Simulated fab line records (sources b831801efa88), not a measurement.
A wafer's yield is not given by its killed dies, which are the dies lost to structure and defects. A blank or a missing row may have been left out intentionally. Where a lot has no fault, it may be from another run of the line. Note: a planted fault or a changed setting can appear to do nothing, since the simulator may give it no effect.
Chamber matching + flow sky130 + SKY_VIA2_ETCH_14 on rie diel-01: 4 sister chambers
The step etches BARC in N2/H2, stops on SiO2, time 45.9 s, target depth 60 nm. 8 wafers are shown with their chamber, then 7 later ones without.

WAFERS, EACH WITH ITS CHAMBER
| wafer  | chamber | throttle valve pct (%) | n2 flow sccm (sccm) |
|--------|---------|------------------------|---------------------|
| L138.2 | 2       | 13.233                 | 99.8                |
| L139.4 | 2       | 13.236                 | 99.9                |
| L139.6 | 1       | 13.218                 | 100.2               |
| L140.3 | 0       | 13.220                 | 99.3                |
| L140.4 | 1       | 13.208                 | 100.8               |
| L140.5 | 3       | 13.210                 | 99.9                |
| L148.3 | 3       | 13.227                 | 99.9                |
| L148.4 | 0       | 13.242                 | 100.5               |

WAFERS MISSING THEIR CHAMBER
| wafer  | throttle valve pct (%) | n2 flow sccm (sccm) |
|--------|------------------------|---------------------|
| L148.6 | 13.222                 | 100.0               |
| L149.1 | 13.226                 | 99.3                |
| L149.2 | 13.236                 | 100.1               |
| L149.6 | 13.232                 | 99.9                |
| L151.3 | 13.226                 | 100.1               |
| L151.5 | 13.216                 | 100.3               |
| L151.6 | 13.227                 | 100.3               |

THE CHAMBER EACH PASSED THROUGH
| wafer  | from the rows above               | in truth |
|--------|-----------------------------------|----------|
| L148.6 | can't be placed: 3 or 0 or 2 or 1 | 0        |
| L149.1 | can't be placed: 0 or 2 or 3 or 1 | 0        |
| L149.2 | can't be placed: 2 or 0 or 3 or 1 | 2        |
| L149.6 | can't be placed: 0 or 2 or 3      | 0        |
| L151.3 | can't be placed: 0 or 3 or 2 or 1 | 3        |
| L151.5 | can't be placed: 1 or 3 or 0 or 2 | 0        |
| L151.6 | can't be placed: 0 or 3 or 2 or 1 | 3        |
Correctly placed: 0 of 7. These rows do not allow placing 7 (true chamber among the candidates in 7). 0 placed wrongly.
How it was worked out, from the rows above alone: a wafer's distance from a chamber is the root of the sum, over the readings, of the square of ((its reading less the chamber's mean) divided by the reading's scatter). The wafer belongs to the nearest chamber; if the next one is less than 2 further off, it can't be placed. A chamber's mean is the mean of its shown wafers. How the scatter is found: for the shown wafers, subtract from each reading the mean of its chamber, square and add these, divide the total by (wafers less chambers), then take the root.
